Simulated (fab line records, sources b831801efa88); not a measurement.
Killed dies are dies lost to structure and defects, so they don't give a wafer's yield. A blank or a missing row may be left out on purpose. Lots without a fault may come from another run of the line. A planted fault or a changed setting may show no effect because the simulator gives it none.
Chamber matching | flow gf180mcu | GF_DUAL_GATE_WET_ETCH_12 on wet_bench-04: 3 sister chambers
The step etches SiO2 in dHF, target depth 13 nm, time 260 s. 6 wafers are shown with their chamber, then 7 later ones without.

WAFERS WITH THEIR CHAMBER
wafer  | chamber | bath_heat_duty_pct (%)
L694.4 | 2       | 6.7
L694.5 | 2       | 6.4
L710.5 | 3       | 6.0
L710.6 | 3       | 6.0
L711.4 | 1       | 7.5
L711.5 | 1       | 6.6

WAFERS WITHOUT THEIR CHAMBER
wafer  | bath_heat_duty_pct (%)
L711.6 | 6.7
L712.1 | 6.2
L712.3 | 6.3
L712.4 | 7.3
L713.2 | 6.8
L713.3 | 6.5
L713.5 | 6.2

WHICH CHAMBER EACH WENT THROUGH
wafer  | from the rows above          | in truth
L711.6 | can't be placed: 2 or 1 or 3 | 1
L712.1 | can't be placed: 3 or 2 or 1 | 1
L712.3 | can't be placed: 2 or 3 or 1 | 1
L712.4 | can't be placed: 1 or 2      | 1
L713.2 | can't be placed: 2 or 1 or 3 | 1
L713.3 | can't be placed: 2 or 3 or 1 | 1
L713.5 | can't be placed: 3 or 2 or 1 | 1
Placed correctly: 0 of 7. Can't be placed from these rows: 7 (the true chamber is among the candidates in 7). Placed wrongly: 0.
How it was worked out, from the rows above alone: a wafer's distance from a chamber is the root of the sum, over the readings, of the square of ((its reading less the chamber's mean) divided by the reading's scatter). The wafer belongs to the nearest chamber; if the next one is less than 2 further off, it can't be placed. A chamber's mean is the mean of its shown wafers. The scatter: the root of (the sum of the squares of (reading less its chamber's mean) over the shown wafers, divided by (wafers less chambers)).
